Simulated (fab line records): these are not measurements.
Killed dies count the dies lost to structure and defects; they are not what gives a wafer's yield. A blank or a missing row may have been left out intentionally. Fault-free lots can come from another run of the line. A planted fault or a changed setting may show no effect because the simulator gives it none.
Struck lot and sound lot, side by side + flow sky130 + 35 out of 708 route steps
Sound: these wafers, L223.1, L223.4, L223.6. Wafers L237.1, L237.2, L237.4 were the ones struck. The cause is given at the end.
Each step with rows lists, per side, the tool, then ch with its chambers, then its first start. Under that, the readings that differ: sound wafers + struck wafers + difference of the means + sigmas: that difference in standard deviations of wafers without a fault.
alike: a reading whose means differ by less than 2 such deviations, as well as words and numbers matching on both sides. not compared: withheld readings; readings where some wafer has no value; bounds like >300 that might hide an equal value; numbers whose values overlap and for which the record gives no deviation.
Wherever a step has rows on one side only, a row that says differs or no value, or a row with sigmas, the two part there. When numbers do not overlap yet have no deviation, they are printed without sigmas and do not part them. Lack of a reading on every wafer of one side parts them only where that side has two or more wafers.

first, 4 steps without rows for these wafers: SKY_METAL5_SOFTBAKE_10 (time 60 s); SKY_METAL5_EXPOSE_11 (exposes mask MM5, target cd 1600 nm); SKY_METAL5_PEB_12; SKY_METAL5_DEVELOP_13 (develop time 60 s).
SKY_METAL5_DESCUM_14: chemistry O2, time 11 s.
  sound on rieMetal-01 ch 0, day 45 19:37; struck on rieMetal-02 ch 0,1, day 49 16:57
| reading                  | sound          | struck         | difference | sigmas |
|--------------------------|----------------|----------------|------------|--------|
| drypumpMotorCurrentA (A) | 5.47 5.46 5.44 | 5.50 6.21 6.23 | +0.52      | +2     |
  alike: oesProductAu
  not compared: rfHoursCounterH
SKY_METAL5_METAL_ETCH_15: etches the open film in Cl2/BCl3, stops on SiO2, target depth 1260 nm, time 252 s.
  sound on rieMetal-01 ch 0, day 45 19:41; struck on rieMetal-02 ch 0,1, day 49 16:59
  alike: drypumpMotorCurrentA, oesProductAu, throttleValvePct
  not compared: rfHoursCounterH
SKY_METAL5_STRIP_16: strips in O2/N2.
  sound on plasmaAsher-02 ch 0,1, day 45 20:10; struck on plasmaAsher-04 ch 0,1, day 49 17:13
  alike: drypumpMotorCurrentA, o2FlowSccm, oesProductAu, stripTimeToEndpointS
  not compared: rfHoursCounterH
then, 3 steps without rows for these wafers: SKY_METAL5_STRIP_17 (strips in post etch residue remover, time 1200 s); SKY_METAL5_CLEAN_18 (cleans in IPA, time 180 s); SKY_METAL5_CLEAN_19 (cleans in O3/DIW).
SKY_PASSIVATION_CVD_00: deposits SiO2, target thk 90 nm.
  sound on pecvd-04 ch 0,2, day 45 20:45; struck on pecvd-01 ch 0,2, day 49 17:49
  alike: heaterPowerW
SKY_PASSIVATION_THK_MEAS_01:
  sound on filmMetro-03, day 45 20:47; struck on filmMetro-03, day 49 17:50
  alike: PASSIVATION_CVD_00_THK
SKY_PASSIVATION_CVD_02: deposits Si3N4, target thk 540 nm.
  sound on pecvd-01 ch 0,2, day 45 20:50; struck on pecvd-03 ch 0,1,2, day 49 17:53
| reading                                      | sound             | struck            | difference | sigmas |
|----------------------------------------------|-------------------|-------------------|------------|--------|
| model.Si3N4_of_PASSIVATION_CVD_02.thkNm (nm) | 535.3 552.2 545.1 | 203.1 209.1 203.9 | -338.8     |        |
  alike: heaterPowerW
SKY_PASSIVATION_THK_MEAS_03:
  sound on filmMetro-01, day 45 21:04; struck on filmMetro-03, day 49 18:07
| reading                     | sound       | struck      | difference | sigmas |
|-----------------------------|-------------|-------------|------------|--------|
| PASSIVATION_CVD_02_THK (nm) | 536 553 545 | 203 209 204 | -339       | -48    |
then, 7 steps without rows for these wafers: SKY_PASSIVATION_DEHYDRATE_04 (time 60 s); SKY_PASSIVATION_HMDS_05 (prime time 60 s); SKY_PASSIVATION_COAT_06 (resist thk 3000 nm); SKY_PASSIVATION_SOFTBAKE_07; SKY_PASSIVATION_EXPOSE_08 (exposes mask NSM, target cd 3000 nm); SKY_PASSIVATION_PEB_09; SKY_PASSIVATION_DEVELOP_10 (develop time 60 s).
SKY_PASSIVATION_ETCH_11: etches the open film in CF4/O2, stops on AlCu, target depth 725 nm, time 161.1 s.
  sound on rieDiel-01 ch 1,2,3, day 46 16:03; struck on rieDiel-01 ch 0,1,2, day 50 09:30
| reading                               | sound             | struck            | difference | sigmas |
|---------------------------------------|-------------------|-------------------|------------|--------|
| oesProductAu (a.u.)                   | 0.977 0.999 0.981 | 0.697 0.690 0.701 | -0.290     | -38    |
| throttleValvePct (%)                  | 5.965 5.975 5.964 | 5.882 5.890 5.890 | -0.081     | -9     |
| model.PASSIVATION.featureDepthNm (nm) | 700.6 719.2 712.4 | 367.3 372.4 368.4 | -341.4     |        |
| model.etch.depthNm (nm)               | 700.6 719.2 712.4 | 367.3 372.4 368.4 | -341.4     |        |
  alike: drypumpMotorCurrentA
  not compared: rfHoursCounterH
SKY_PASSIVATION_STRIP_12: strips in O2/N2.
  sound on plasmaAsher-03 ch 0,1, day 46 16:10; struck on plasmaAsher-04 ch 0,1, day 50 09:36
  alike: drypumpMotorCurrentA, o2FlowSccm, oesProductAu, stripTimeToEndpointS
  not compared: rfHoursCounterH
then, 7 steps without rows for these wafers: SKY_PAD_OPEN_DEHYDRATE_00 (time 60 s); SKY_PAD_OPEN_HMDS_01 (prime time 60 s); SKY_PAD_OPEN_COAT_02 (resist thk 3000 nm); SKY_PAD_OPEN_SOFTBAKE_03; SKY_PAD_OPEN_EXPOSE_04 (exposes mask PDM, target cd 60000 nm); SKY_PAD_OPEN_PEB_05; SKY_PAD_OPEN_DEVELOP_06 (develop time 60 s).
SKY_PAD_OPEN_ETCH_07: etches the open film in CF4/O2, stops on AlCu, target depth 725 nm, time 161.1 s.
  sound on rieDiel-04 ch 0,2,3, day 47 12:19; struck on rieDiel-02 ch 1,2,3, day 51 00:45
| reading                            | sound             | struck            | difference | sigmas |
|------------------------------------|-------------------|-------------------|------------|--------|
| oesProductAu (a.u.)                | 0.970 0.989 0.989 | 0.688 0.691 0.693 | -0.292     | -38    |
| throttleValvePct (%)               | 5.960 5.972 5.958 | 5.890 5.895 5.868 | -0.079     | -8     |
| model.PAD_OPEN.featureDepthNm (nm) | 700.6 719.2 712.4 | 367.3 372.4 368.4 | -341.4     |        |
| model.etch.depthNm (nm)            | 700.6 719.2 712.4 | 367.3 372.4 368.4 | -341.4     |        |
  alike: drypumpMotorCurrentA
  not compared: rfHoursCounterH
then, 1 step without rows for these wafers: SKY_PAD_OPEN_STRIP_08 (strips in O2/N2).
SKY_PAD_OPEN_STRIP_09: strips in post etch residue remover, time 1200 s.
  sound on wetBench-01 ch 0, day 47 12:31; struck on wetBench-02 ch 2, day 51 00:57
| reading                                      | sound             | struck            | difference | sigmas |
|----------------------------------------------|-------------------|-------------------|------------|--------|
| model.Si3N4_of_PASSIVATION_CVD_02.thkNm (nm) | 534.9 551.9 544.8 | 202.8 208.7 203.6 | -338.8     |        |
then, 1 step without rows for these wafers: SKY_PAD_OPEN_CLEAN_10 (cleans in IPA, time 180 s).
SKY_PAD_OPEN_PROBE_99:
  sound wafers here have rows in the record (prober-01, day 47 15:06); struck ones have none

WHERE THEY PART
Earliest at SKY_METAL5_DESCUM_14; latest, in this record, at SKY_PAD_OPEN_PROBE_99.

WHY: the cause the simulator had injected
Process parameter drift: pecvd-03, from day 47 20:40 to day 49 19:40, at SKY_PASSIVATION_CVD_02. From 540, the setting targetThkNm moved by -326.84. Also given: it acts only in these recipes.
